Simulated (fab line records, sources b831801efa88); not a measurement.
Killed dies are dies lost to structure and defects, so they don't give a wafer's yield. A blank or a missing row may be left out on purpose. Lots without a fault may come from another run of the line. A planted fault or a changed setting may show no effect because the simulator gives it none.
Which tool did it? | flow sky130 | 12 lots, 36 wafers sampled, at 5 steps of a route of 708

WHAT THE GAUGES READ, wafer by wafer
SKY_VT_ADJUST_HVTP_OVL_MEAS_08. Usual: VT_ADJUST_HVTP_OVL -0.2 nm, standard deviation 1.6.
lot  | measured     | on         | VT_ADJUST_HVTP_OVL (nm)       | flag
L556 | day 6 02:17  | overlay-02 | 0.5 1.0 1.9                   |
L557 | day 6 10:09  | overlay-01 | -2.3 -2.4 -2.9                |
L559 | day 7 02:10  | overlay-01 | -2.0 -1.3 -1.0                |
L560 | day 7 03:45  | overlay-02 | 1.2 1.1 1.8                   |
L566 | day 8 21:56  | overlay-01 | 41.9 41.7 41.2 42.1 41.9 41.0 | OFF
L567 | day 9 03:43  | overlay-02 | 43.0 42.4 42.4 43.0 42.5 42.2 | OFF
L568 | day 9 08:41  | overlay-02 | 47.1 47.6 44.9 46.5 47.2 44.3 | OFF
L572 | day 10 06:48 | overlay-02 | 0.3 -2.0 1.1                  |
L575 | day 10 22:36 | overlay-02 | -1.3 -3.2 -2.9                |
L576 | day 11 06:38 | overlay-01 | -0.8 -0.7 -0.3                |
L577 | day 11 10:20 | overlay-02 | -0.1 1.2 0.7                  |
L578 | day 11 15:51 | overlay-01 | -1.1 -0.2 -0.9                |

SKY_SONOS_ONO_THK_MEAS_01. Usual: SONOS_ONO_OXIDATION_THK 2.61 nm, standard deviation 0.065.
lot  | measured     | on            | SONOS_ONO_OXIDATION_THK (nm) | flag
L556 | day 11 13:29 | film_metro-01 | 2.63 2.56 2.61               |
L557 | day 11 22:04 | film_metro-03 | 2.68 2.69 2.60               |
L559 | day 12 18:19 | film_metro-01 | 2.69 2.62 2.59               |
L560 | day 12 18:23 | film_metro-01 | 2.61 2.62 2.69               |
L566 | day 14 19:19 | film_metro-02 | 2.45 2.52 2.53               |
L567 | day 15 05:04 | film_metro-02 | 2.56 2.62 2.59               |
L568 | day 15 10:43 | film_metro-02 | 2.58 2.57 2.57               |
L572 | day 16 22:23 | film_metro-02 | 2.75 2.69 2.73               |
L575 | day 17 15:01 | film_metro-03 | 2.54 2.58 2.47               |
L576 | day 17 21:41 | film_metro-03 | 2.63 2.69 2.59               |
L577 | day 18 06:14 | film_metro-03 | 2.62 2.67 2.65               |
L578 | day 18 06:14 | film_metro-01 | 2.58 2.61 2.63               |

SKY_LDD_P_TW_MEAS_11. Usual: LDD_P_TW 640, standard deviation 6.2.
lot  | measured     | on            | LDD_P_TW    | flag
L556 | day 18 23:41 | film_metro-04 | 651 652 654 |
L557 | day 19 14:53 | film_metro-02 | 635 637 635 |
L559 | day 20 15:20 | film_metro-03 | 640 642 639 |
L560 | day 20 16:21 | film_metro-02 | 635 636 631 |
L566 | day 23 08:54 | film_metro-02 | 638 633 638 |
L567 | day 23 14:36 | film_metro-03 | 635 636 635 |
L568 | day 23 14:11 | film_metro-04 | 649 649 651 |
L572 | day 25 03:59 | film_metro-03 | 640 640 638 |
L575 | day 25 14:53 | film_metro-02 | 632 631 637 |
L576 | day 25 21:41 | film_metro-02 | 634 633 637 |
L577 | day 26 09:53 | film_metro-02 | 633 635 634 |
L578 | day 26 11:23 | film_metro-02 | 635 635 635 |

WHICH TOOL RAN EACH LOT (tool, then ch and the chambers of the sampled wafers, then the start)
lot  | SKY_VT_ADJUST_HVTP_EXPOSE_04        | SKY_LDD_P_STRIP_10
L556 | iline_stepper-02 ch 0, day 5 17:23  | plasma_asher-03 ch 0,1, day 18 23:35
L557 | iline_stepper-02 ch 0, day 6 00:37  | plasma_asher-01 ch 0,1, day 19 14:47
L559 | iline_stepper-01 ch 0, day 6 16:25  | plasma_asher-02 ch 0,1, day 20 15:14
L560 | iline_stepper-01 ch 0, day 6 17:56  | plasma_asher-02 ch 0,1, day 20 16:14
L566 | iline_stepper-02 ch 0, day 8 11:56  | plasma_asher-03 ch 0,1, day 23 08:49
L567 | iline_stepper-02 ch 0, day 8 17:12  | plasma_asher-01 ch 0,1, day 23 14:29
L568 | iline_stepper-02 ch 0, day 8 22:06  | plasma_asher-03 ch 0,1, day 23 14:05
L572 | iline_stepper-01 ch 0, day 9 20:34  | plasma_asher-02 ch 1, day 25 03:53
L575 | iline_stepper-01 ch 0, day 10 11:33 | plasma_asher-01 ch 0,1, day 25 14:47
L576 | iline_stepper-01 ch 0, day 10 19:53 | plasma_asher-03 ch 1, day 25 21:35
L577 | iline_stepper-01 ch 0, day 10 23:23 | plasma_asher-01 ch 0,1, day 26 09:47
L578 | iline_stepper-01 ch 0, day 11 04:28 | plasma_asher-03 ch 1, day 26 11:17
- SKY_VT_ADJUST_HVTP_EXPOSE_04: exposes mask HVTPM, target cd 380 nm.
- SKY_LDD_P_STRIP_10: strips in O2/N2.

WHAT THE TOOLS THEMSELVES READ (means of the sampled wafers that have a number; where no wafer has one, the mark that the record gives instead)
SKY_VT_ADJUST_HVTP_EXPOSE_04. Usual: stage_vel_mm_s 500.00 mm/s, standard deviation 0.28.
lot  | tool             | stage_vel_mm_s (mm/s) | flag
L556 | iline_stepper-02 | 499.82                |
L557 | iline_stepper-02 | 500.09                |
L559 | iline_stepper-01 | 500.04                |
L560 | iline_stepper-01 | 499.96                |
L566 | iline_stepper-02 | 500.18                |
L567 | iline_stepper-02 | 499.97                |
L568 | iline_stepper-02 | 499.92                |
L572 | iline_stepper-01 | 499.66                |
L575 | iline_stepper-01 | 499.85                |
L576 | iline_stepper-01 | 499.62                |
L577 | iline_stepper-01 | 499.94                |
L578 | iline_stepper-01 | 500.29                |

SKY_LDD_P_STRIP_10. Usual: drypump_motor_current_A 5.9 A, standard deviation 0.44; oes_product_au 0.716 a.u., standard deviation 0.0044; strip_time_to_endpoint_s 14.16 s, standard deviation 0.036.
lot  | tool            | drypump_motor_current_A (A) | oes_product_au (a.u.) | strip_time_to_endpoint_s (s) | flag
L556 | plasma_asher-03 | 5.8                         | 0.714                 | 14.15                        |
L557 | plasma_asher-01 | 5.8                         | 0.716                 | 14.17                        |
L559 | plasma_asher-02 | 6.0                         | 0.716                 | 14.20                        |
L560 | plasma_asher-02 | 5.7                         | 0.712                 | 14.17                        |
L566 | plasma_asher-03 | 5.8                         | 0.718                 | 14.14                        |
L567 | plasma_asher-01 | 5.7                         | 0.720                 | 14.19                        |
L568 | plasma_asher-03 | 5.8                         | 0.716                 | 14.17                        |
L572 | plasma_asher-02 | 5.4                         | 0.718                 | 14.15                        |
L575 | plasma_asher-01 | 5.7                         | 0.715                 | 14.12                        |
L576 | plasma_asher-03 | 6.6                         | 0.716                 | 14.20                        |
L577 | plasma_asher-01 | 5.7                         | 0.715                 | 14.21                        |
L578 | plasma_asher-03 | 6.6                         | 0.717                 | 14.13                        |

THE ANSWER, worked out from the rows above alone
Rule: a lot is off if the mean of its wafers that have a number lies more than 3 standard deviations from the usual mean. A lot without any number at a reading at which 4 lots or more have one is off too. The other lots that the step has rows for count as sound. The gauges are gone through in route order, then the tools' own readings, and for those a lot's mean is taken as printed above. The first step at which some lot is off is used, and at that step the reading that is off furthest; a lot without a number counts as furthest.
Off: L566, L567, L568, at SKY_VT_ADJUST_HVTP_OVL_MEAS_08 (VT_ADJUST_HVTP_OVL).
A tool fits if, at a process step before that reading, it ran every lot that is off, and no sound lot after the first of them. The gauges at SKY_VT_ADJUST_HVTP_OVL_MEAS_08 are tried like those tools. One fits: iline_stepper-02 at SKY_VT_ADJUST_HVTP_EXPOSE_04. Its last sound lot is L557 (day 6 00:37), its first lot that is off L566 (day 8 11:56): a fault that began between those two fits.

WHAT THE SIMULATOR HAD PUT IN
Scanner matching overlay: iline_stepper-02, from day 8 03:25 on, at SKY_VT_ADJUST_HVTP_EXPOSE_04. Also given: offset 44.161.
Lots struck among those shown: L566, L567, L568. The rule above found the same.
